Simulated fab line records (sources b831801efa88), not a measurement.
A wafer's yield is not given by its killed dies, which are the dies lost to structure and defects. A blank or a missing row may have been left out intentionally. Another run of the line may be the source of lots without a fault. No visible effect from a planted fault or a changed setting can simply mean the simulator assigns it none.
Lot-split experiment :: flow sfqLine :: 5 lots, 23 wafers read, on a route of 325 steps

== ABOUT THE SPLIT ==
At SFQ_TRILAYER_JJ_TRILAYER_DEP_SPUTTER_110 (material Al, target thk 8 nm, time 10 s), the setting powerW was moved away from the recipe's 500 W on 8 of the 23 wafers read, by -7.4% to +11.0%. All remaining wafers had this setting at the recipe value.

Reading taken at the split's own step.

== THE READING ==
Al_of_TRILAYER_JJ_TRILAYER_DEP_SPUTTER_110.thkNm (the simulator's own value, which no gauge read), in nm, at SFQ_TRILAYER_JJ_TRILAYER_DEP_SPUTTER_110 (material Al, target thk 8 nm, time 10 s). The file does not state a usual value for it. The 15 wafers here that ran the recipe average 8.049 nm, standard deviation 0.11 nm.

wafer: L075.1
tool, chamber at the split: pvdSputter-04, -
powerW as run, W: 500
against the recipe: recipe
Al_of_TRILAYER_JJ_TRILAYER_DEP_SPUTTER_110.thkNm, nm: 8.052
against lot-mates on the recipe: -

wafer: L075.3
tool, chamber at the split: pvdSputter-04, -
powerW as run, W: 472.5
against the recipe: -5.5%
Al_of_TRILAYER_JJ_TRILAYER_DEP_SPUTTER_110.thkNm, nm: 7.619
against lot-mates on the recipe: -0.408

wafer: L075.4
tool, chamber at the split: pvdSputter-04, -
powerW as run, W: 500
against the recipe: recipe
Al_of_TRILAYER_JJ_TRILAYER_DEP_SPUTTER_110.thkNm, nm: 7.971
against lot-mates on the recipe: -

wafer: L075.5
tool, chamber at the split: pvdSputter-04, -
powerW as run, W: 472.5
against the recipe: -5.5%
Al_of_TRILAYER_JJ_TRILAYER_DEP_SPUTTER_110.thkNm, nm: 7.646
against lot-mates on the recipe: -0.381

wafer: L075.6
tool, chamber at the split: pvdSputter-04, -
powerW as run, W: 500
against the recipe: recipe
Al_of_TRILAYER_JJ_TRILAYER_DEP_SPUTTER_110.thkNm, nm: 8.057
against lot-mates on the recipe: -

wafer: L076.1
tool, chamber at the split: pvdSputter-03, -
powerW as run, W: 463
against the recipe: -7.4%
Al_of_TRILAYER_JJ_TRILAYER_DEP_SPUTTER_110.thkNm, nm: 7.498
against lot-mates on the recipe: -0.518

wafer: L076.2
tool, chamber at the split: pvdSputter-03, -
powerW as run, W: 500
against the recipe: recipe
Al_of_TRILAYER_JJ_TRILAYER_DEP_SPUTTER_110.thkNm, nm: 7.917
against lot-mates on the recipe: -

wafer: L076.3
tool, chamber at the split: pvdSputter-03, -
powerW as run, W: 463
against the recipe: -7.4%
Al_of_TRILAYER_JJ_TRILAYER_DEP_SPUTTER_110.thkNm, nm: 7.537
against lot-mates on the recipe: -0.479

wafer: L076.5
tool, chamber at the split: pvdSputter-03, -
powerW as run, W: 463
against the recipe: -7.4%
Al_of_TRILAYER_JJ_TRILAYER_DEP_SPUTTER_110.thkNm, nm: 7.549
against lot-mates on the recipe: -0.467

wafer: L076.6
tool, chamber at the split: pvdSputter-03, -
powerW as run, W: 500
against the recipe: recipe
Al_of_TRILAYER_JJ_TRILAYER_DEP_SPUTTER_110.thkNm, nm: 8.115
against lot-mates on the recipe: -

wafer: L077.1
tool, chamber at the split: pvdSputter-03, -
powerW as run, W: 500
against the recipe: recipe
Al_of_TRILAYER_JJ_TRILAYER_DEP_SPUTTER_110.thkNm, nm: 8.287
against lot-mates on the recipe: -

wafer: L077.2
tool, chamber at the split: pvdSputter-03, -
powerW as run, W: 500
against the recipe: recipe
Al_of_TRILAYER_JJ_TRILAYER_DEP_SPUTTER_110.thkNm, nm: 8.173
against lot-mates on the recipe: -

wafer: L077.3
tool, chamber at the split: pvdSputter-03, -
powerW as run, W: 500
against the recipe: recipe
Al_of_TRILAYER_JJ_TRILAYER_DEP_SPUTTER_110.thkNm, nm: 8.077
against lot-mates on the recipe: -

wafer: L077.4
tool, chamber at the split: pvdSputter-03, -
powerW as run, W: 500
against the recipe: recipe
Al_of_TRILAYER_JJ_TRILAYER_DEP_SPUTTER_110.thkNm, nm: 8.06
against lot-mates on the recipe: -

wafer: L077.6
tool, chamber at the split: pvdSputter-03, -
powerW as run, W: 500
against the recipe: recipe
Al_of_TRILAYER_JJ_TRILAYER_DEP_SPUTTER_110.thkNm, nm: 8.097
against lot-mates on the recipe: -

wafer: L080.1
tool, chamber at the split: pvdSputter-03, -
powerW as run, W: 500
against the recipe: recipe
Al_of_TRILAYER_JJ_TRILAYER_DEP_SPUTTER_110.thkNm, nm: 7.904
against lot-mates on the recipe: -

wafer: L080.2
tool, chamber at the split: pvdSputter-03, -
powerW as run, W: 555.1
against the recipe: +11.0%
Al_of_TRILAYER_JJ_TRILAYER_DEP_SPUTTER_110.thkNm, nm: 8.788
against lot-mates on the recipe: +0.886

wafer: L080.3
tool, chamber at the split: pvdSputter-03, -
powerW as run, W: 500
against the recipe: recipe
Al_of_TRILAYER_JJ_TRILAYER_DEP_SPUTTER_110.thkNm, nm: 7.899
against lot-mates on the recipe: -

wafer: L080.5
tool, chamber at the split: pvdSputter-03, -
powerW as run, W: 555.1
against the recipe: +11.0%
Al_of_TRILAYER_JJ_TRILAYER_DEP_SPUTTER_110.thkNm, nm: 8.819
against lot-mates on the recipe: +0.918

wafer: L080.6
tool, chamber at the split: pvdSputter-03, -
powerW as run, W: 555.1
against the recipe: +11.0%
Al_of_TRILAYER_JJ_TRILAYER_DEP_SPUTTER_110.thkNm, nm: 8.828
against lot-mates on the recipe: +0.926

wafer: L082.3
tool, chamber at the split: pvdSputter-04, -
powerW as run, W: 500
against the recipe: recipe
Al_of_TRILAYER_JJ_TRILAYER_DEP_SPUTTER_110.thkNm, nm: 7.962
against lot-mates on the recipe: -

wafer: L082.5
tool, chamber at the split: pvdSputter-04, -
powerW as run, W: 500
against the recipe: recipe
Al_of_TRILAYER_JJ_TRILAYER_DEP_SPUTTER_110.thkNm, nm: 7.968
against lot-mates on the recipe: -

wafer: L082.6
tool, chamber at the split: pvdSputter-04, -
powerW as run, W: 500
against the recipe: recipe
Al_of_TRILAYER_JJ_TRILAYER_DEP_SPUTTER_110.thkNm, nm: 8.192
against lot-mates on the recipe: -

THE FIT
A straight line over all 23 wafers: Al_of_TRILAYER_JJ_TRILAYER_DEP_SPUTTER_110.thkNm changes by +0.0702 nm for each +1% of powerW; r = +0.97; the points scatter about the line by 0.094 nm.
The same after taking each lot's own level away (the mean of its wafers on the recipe; 23 wafers): +0.0768 nm for each +1%; r = +0.98; scatter 0.075 nm.
Per that fit: largest powerW move, reading shift of 0.85 nm.
Across the lots, their own levels run from 7.9015 to 8.1388 nm, a range of 2.2 times the standard deviation given above.
The two slopes are in agreement: the lot-to-lot level therefore moves the slope only a little.
Check: for one of the wafers moved furthest among these (+11.0%), held out of the fit, the line's prediction against its lot-mates is +0.862 nm. It came out at +0.886 nm against them.

== THE OTHER SPLITS THESE WAFERS WENT THROUGH ==
Before the reading, these wafers also passed through other splits. Each is held against what the fit with the lots' levels taken away leaves over:
other split on the same wafers: SFQ_TRILAYER_I1_VIA_LITHO_EXPOSE_050 doseMj
wafers away from the commonest value: 8
r with Al_of_TRILAYER_JJ_TRILAYER_DEP_SPUTTER_110.thkNm (lot level and that fit taken away): +0.05

other split on the same wafers: SFQ_TRILAYER_M2_DEP_SPUTTER_055 timeS
wafers away from the commonest value: 8
r with Al_of_TRILAYER_JJ_TRILAYER_DEP_SPUTTER_110.thkNm (lot level and that fit taken away): +0.03

other split on the same wafers: SFQ_TRILAYER_M2_LITHO_EXPOSE_058 doseMj
wafers away from the commonest value: 8
r with Al_of_TRILAYER_JJ_TRILAYER_DEP_SPUTTER_110.thkNm (lot level and that fit taken away): -0.32

other split on the same wafers: SFQ_TRILAYER_M3_LITHO_COAT_075 resistThkNm
wafers away from the commonest value: 5
r with Al_of_TRILAYER_JJ_TRILAYER_DEP_SPUTTER_110.thkNm (lot level and that fit taken away): +0.15

other split on the same wafers: SFQ_TRILAYER_M3_BARC_OPEN_METAL_ETCH_100 biasW
wafers away from the commonest value: 6
r with Al_of_TRILAYER_JJ_TRILAYER_DEP_SPUTTER_110.thkNm (lot level and that fit taken away): +0.16

other split on the same wafers: SFQ_TRILAYER_I3_VIA_LITHO_COAT_085 resistThkNm
wafers away from the commonest value: 7
r with Al_of_TRILAYER_JJ_TRILAYER_DEP_SPUTTER_110.thkNm (lot level and that fit taken away): -0.19

other split on the same wafers: SFQ_TRILAYER_I3_VIA_BARC_OPEN_VIA_ETCH_121 sourceW
wafers away from the commonest value: 9
r with Al_of_TRILAYER_JJ_TRILAYER_DEP_SPUTTER_110.thkNm (lot level and that fit taken away): +0.22

other split on the same wafers: SFQ_TRILAYER_I3_VIA_ETCH_VIA_ETCH_088 biasW
wafers away from the commonest value: 9
r with Al_of_TRILAYER_JJ_TRILAYER_DEP_SPUTTER_110.thkNm (lot level and that fit taken away): -0.31

other split on the same wafers: SFQ_TRILAYER_M4_LITHO_COAT_098 resistThkNm
wafers away from the commonest value: 8
r with Al_of_TRILAYER_JJ_TRILAYER_DEP_SPUTTER_110.thkNm (lot level and that fit taken away): -0.03

other split on the same wafers: SFQ_TRILAYER_I4_VIA_LITHO_COAT_108 spinRpm
wafers away from the commonest value: 5
r with Al_of_TRILAYER_JJ_TRILAYER_DEP_SPUTTER_110.thkNm (lot level and that fit taken away): +0.03

other split on the same wafers: SFQ_TRILAYER_I4_VIA_BARC_OPEN_VIA_ETCH_146 sourceW
wafers away from the commonest value: 8
r with Al_of_TRILAYER_JJ_TRILAYER_DEP_SPUTTER_110.thkNm (lot level and that fit taken away): -0.29

== THE FILE'S OWN FIT ==
Al_of_TRILAYER_JJ_TRILAYER_DEP_SPUTTER_110.thkNm changes by +0.0766 nm for each +1% of powerW, r = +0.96.
